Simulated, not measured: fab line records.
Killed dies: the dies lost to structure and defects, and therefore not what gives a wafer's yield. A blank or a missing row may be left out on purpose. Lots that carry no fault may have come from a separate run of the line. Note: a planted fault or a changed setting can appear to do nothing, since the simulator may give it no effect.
Which tool did it? + flow gf180mcu + 37 wafers from 13 lots sampled at 4 of the route's 602 steps

== WHAT THE GAUGES READ, wafer by wafer ==
GF_MIM_THK_MEAS_06.
| lot  | measured     | on            | MIM_CVD_05_THK (nm) |
|------|--------------|---------------|---------------------|
| L724 | day 24 15:30 | film metro-03 | 41.6 42.9 42.4      |
| L725 | day 25 04:22 | film metro-03 | 41.3 43.3 41.8      |
| L726 | day 25 19:07 | film metro-01 | 41.2 40.3 41.2      |
| L727 | day 26 02:25 | film metro-01 | 41.3 42.0 41.7      |
| L728 | day 26 08:19 | film metro-01 | 41.5 41.9 42.4      |
| L731 | day 27 07:41 | film metro-02 | 41.3 65.7           |
| L733 | day 27 22:41 | film metro-02 | 66.5 41.9           |
| L740 | day 29 18:22 | film metro-03 | 41.9 42.3 42.5      |
| L741 | day 30 02:58 | film metro-02 | 41.4 41.3 41.6      |
| L742 | day 30 08:38 | film metro-01 | 41.9 41.3 41.7      |
| L745 | day 31 04:57 | film metro-02 | 42.4 42.6 42.1      |
| L744 | day 31 05:37 | film metro-02 | 41.7 40.8 42.1      |
| L746 | day 31 07:56 | film metro-01 | 41.8 41.4 42.4      |

== EACH LOT AND THE TOOL THAT RAN IT (in order: tool; ch and the chambers of the sampled wafers; start) ==
| lot  | GF_V4_STRIP_18                       | GF_MIM_SPUTTER_02            | GF_MIM_CVD_05                   |
|------|--------------------------------------|------------------------------|---------------------------------|
| L724 | plasma asher-04 ch 0,1, day 24 13:59 | pvd sputter-04, day 24 15:21 | pecvd-04 ch 0,2, day 24 15:26   |
| L725 | plasma asher-02 ch 0,1, day 25 02:53 | pvd sputter-04, day 25 04:14 | pecvd-04 ch 0,1, day 25 04:20   |
| L726 | plasma asher-02 ch 0,1, day 25 17:38 | pvd sputter-02, day 25 18:59 | pecvd-04 ch 1,2, day 25 19:05   |
| L727 | plasma asher-02 ch 0, day 26 00:56   | pvd sputter-02, day 26 02:17 | pecvd-04 ch 1,2, day 26 02:23   |
| L728 | plasma asher-04 ch 0,1, day 26 06:49 | pvd sputter-01, day 26 08:12 | pecvd-04 ch 0,1,2, day 26 08:17 |
| L731 | plasma asher-02 ch 0,1, day 27 06:13 | pvd sputter-01, day 27 07:34 | pecvd-04 ch 1,2, day 27 07:40   |
| L733 | plasma asher-02 ch 0,1, day 27 21:10 | pvd sputter-04, day 27 22:31 | pecvd-04 ch 0,1, day 27 22:38   |
| L740 | plasma asher-04 ch 0,1, day 29 16:53 | pvd sputter-01, day 29 18:14 | pecvd-02 ch 1,2, day 29 18:20   |
| L741 | plasma asher-04 ch 0,1, day 30 01:29 | pvd sputter-04, day 30 02:49 | pecvd-02 ch 0,2, day 30 02:55   |
| L742 | plasma asher-03 ch 0,1, day 30 07:07 | pvd sputter-04, day 30 08:30 | pecvd-02 ch 1,2, day 30 08:35   |
| L745 | plasma asher-04 ch 0,1, day 31 03:26 | pvd sputter-01, day 31 04:47 | pecvd-02 ch 0,1,2, day 31 04:54 |
| L744 | plasma asher-02 ch 0,1, day 31 04:05 | pvd sputter-01, day 31 05:29 | pecvd-04 ch 0,1, day 31 05:34   |
| L746 | plasma asher-04 ch 0, day 31 06:26   | pvd sputter-01, day 31 07:48 | pecvd-02 ch 1,2, day 31 07:53   |
- GF_V4_STRIP_18: strips in O2/N2.
- GF_MIM_SPUTTER_02: material AlCu, target thk 450 nm, time 23.9 s.
- GF_MIM_CVD_05: deposits Si3N4, target thk 42 nm, time 29.086 s.

== AS READ BY THE TOOLS THEMSELVES (means over the sampled wafers that have a number; for cases with no such wafer, the mark the record gives instead) ==
GF_V4_STRIP_18.
| lot  | tool            | drypump motor current A (A) | heater power w (W) | oes product au (a.u.) |
|------|-----------------|-----------------------------|--------------------|-----------------------|
| L724 | plasma asher-04 | 5.0                         | 315                | 0.593                 |
| L725 | plasma asher-02 | 6.2                         | 339                | 0.596                 |
| L726 | plasma asher-02 | 5.7                         | 347                | 0.588                 |
| L727 | plasma asher-02 | 5.2                         | 349                | 0.594                 |
| L728 | plasma asher-04 | 5.4                         | 305                | 0.598                 |
| L731 | plasma asher-02 | 6.0                         | 346                | 0.589                 |
| L733 | plasma asher-02 | 6.0                         | 346                | 0.592                 |
| L740 | plasma asher-04 | 5.4                         | 307                | 0.596                 |
| L741 | plasma asher-04 | 5.1                         | 317                | 0.594                 |
| L742 | plasma asher-03 | 5.9                         | 342                | 0.593                 |
| L745 | plasma asher-04 | 5.4                         | 306                | 0.588                 |
| L744 | plasma asher-02 | 6.2                         | 346                | 0.591                 |
| L746 | plasma asher-04 | 4.7                         | 328                | 0.596                 |

GF_MIM_SPUTTER_02.
| lot  | tool           | throttle valve pct (%) |
|------|----------------|------------------------|
| L724 | pvd sputter-04 | 30.9                   |
| L725 | pvd sputter-04 | 30.9                   |
| L726 | pvd sputter-02 | 29.7                   |
| L727 | pvd sputter-02 | 29.8                   |
| L728 | pvd sputter-01 | 29.4                   |
| L731 | pvd sputter-01 | 28.4                   |
| L733 | pvd sputter-04 | 31.2                   |
| L740 | pvd sputter-01 | 28.6                   |
| L741 | pvd sputter-04 | 31.0                   |
| L742 | pvd sputter-04 | 30.9                   |
| L745 | pvd sputter-01 | 28.7                   |
| L744 | pvd sputter-01 | 28.3                   |
| L746 | pvd sputter-01 | 28.7                   |

GF_MIM_CVD_05.
| lot  | tool     | heater power w (W) |
|------|----------|--------------------|
| L724 | pecvd-04 | 658                |
| L725 | pecvd-04 | 604                |
| L726 | pecvd-04 | 674                |
| L727 | pecvd-04 | 684                |
| L728 | pecvd-04 | 685                |
| L731 | pecvd-04 | 657                |
| L733 | pecvd-04 | 664                |
| L740 | pecvd-02 | 707                |
| L741 | pecvd-02 | 731                |
| L742 | pecvd-02 | 669                |
| L745 | pecvd-02 | 700                |
| L744 | pecvd-04 | 683                |
| L746 | pecvd-02 | 706                |

== THE ANSWER, worked out from the rows above alone ==
Rule: the usual values come from the lots themselves. Put in order of their means at a reading, lots are off if they are a third of the lots or fewer, leave a main group of 4 or more, and stand apart from it by a gap of 3 or more times the standard deviation of the main group's means; of several such gaps the widest counts. If all means in a main group match to the digits the tables above print for the reading, that group is not used. Also off: a lot with no number at a reading for which 4 or more lots have one. The other lots that the step has rows for count as sound. After the gauges, taken in route order, come the tools' own readings; for these a lot's mean is taken, as printed above. The first step at which some lot is off is used, and at that step the reading that is off furthest; a lot without a number counts as furthest.
Off: L731, L733, seen at GF_MIM_THK_MEAS_06 (MIM_CVD_05_THK). Main group: mean 41.8 nm, sd 0.42.
A tool fits if, at a process step before that reading, it ran every lot that is off, and no sound lot after the first of them. Gauges at GF_MIM_THK_MEAS_06: tried the same way as those tools. None of those tried fits.

== WHAT THE SIMULATOR HAD PUT IN ==
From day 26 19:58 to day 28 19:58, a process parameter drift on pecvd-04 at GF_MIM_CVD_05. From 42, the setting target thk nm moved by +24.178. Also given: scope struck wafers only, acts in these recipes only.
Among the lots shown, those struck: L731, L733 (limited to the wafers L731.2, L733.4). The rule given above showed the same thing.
